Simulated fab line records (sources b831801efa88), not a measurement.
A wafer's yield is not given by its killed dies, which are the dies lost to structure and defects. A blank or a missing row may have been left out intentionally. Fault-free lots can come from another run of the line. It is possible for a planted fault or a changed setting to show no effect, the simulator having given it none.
One fault through the eyes of 2 desks / flow sfqLine / every desk sees just its own numbers, and what lay behind them comes last

== FOR THE TOOL OWNER'S DESK: pvdSputter-04 ==
The tool's own readings at SFQ_TRILAYER_JJ_TRILAYER_DEP_SPUTTER_110 (material Al, target thk 8 nm, time 10 s): means of the sampled wafers that have a number, for each lot that ran on this tool. Marked OUT: a lot whose mean sits more than 4 standard deviations from the usual mean, which makes it out of limits; the brackets give that distance.
Columns: A = throttleValvePct at SFQ_TRILAYER_JJ_TRILAYER_DEP_SPUTTER_110, usual 29.7 %
lot=L900; first seen here=day 60 18:38; A=29.0
lot=L910; first seen here=day 64 04:48; A=29.2
lot=L911; first seen here=day 64 10:48; A=29.0
Result from this desk: across the 3 lots, nothing is out of limits.

== AT THE METROLOGY DESK ==
What the gauges read, lot by lot, whatever tool the lot ran on: means of the sampled wafers that have a number. Marked OUT: a lot whose mean sits more than 4 standard deviations from the usual mean, which makes it out of limits; the brackets give that distance.
Columns: A = I4_OVL at SFQ_I4_OVL_MEAS_928, usual 3 nm
lot=L900; first seen here=day 60 17:35; A=2
lot=L909; first seen here=day 64 01:20; A=1
lot=L910; first seen here=day 64 03:45; A=-1
lot=L911; first seen here=day 64 09:44; A=4
lot=L915; first seen here=day 66 18:35; A=6
lot=L918; first seen here=day 66 22:11; A=4
Result from this desk: across the 6 lots, nothing is out of limits.

== ALL TOGETHER ==
The tool owner's desk saw nothing out of limits.
Nothing out of limits was seen by the metrology desk.

== WHAT THE SIMULATOR PUT IN ==
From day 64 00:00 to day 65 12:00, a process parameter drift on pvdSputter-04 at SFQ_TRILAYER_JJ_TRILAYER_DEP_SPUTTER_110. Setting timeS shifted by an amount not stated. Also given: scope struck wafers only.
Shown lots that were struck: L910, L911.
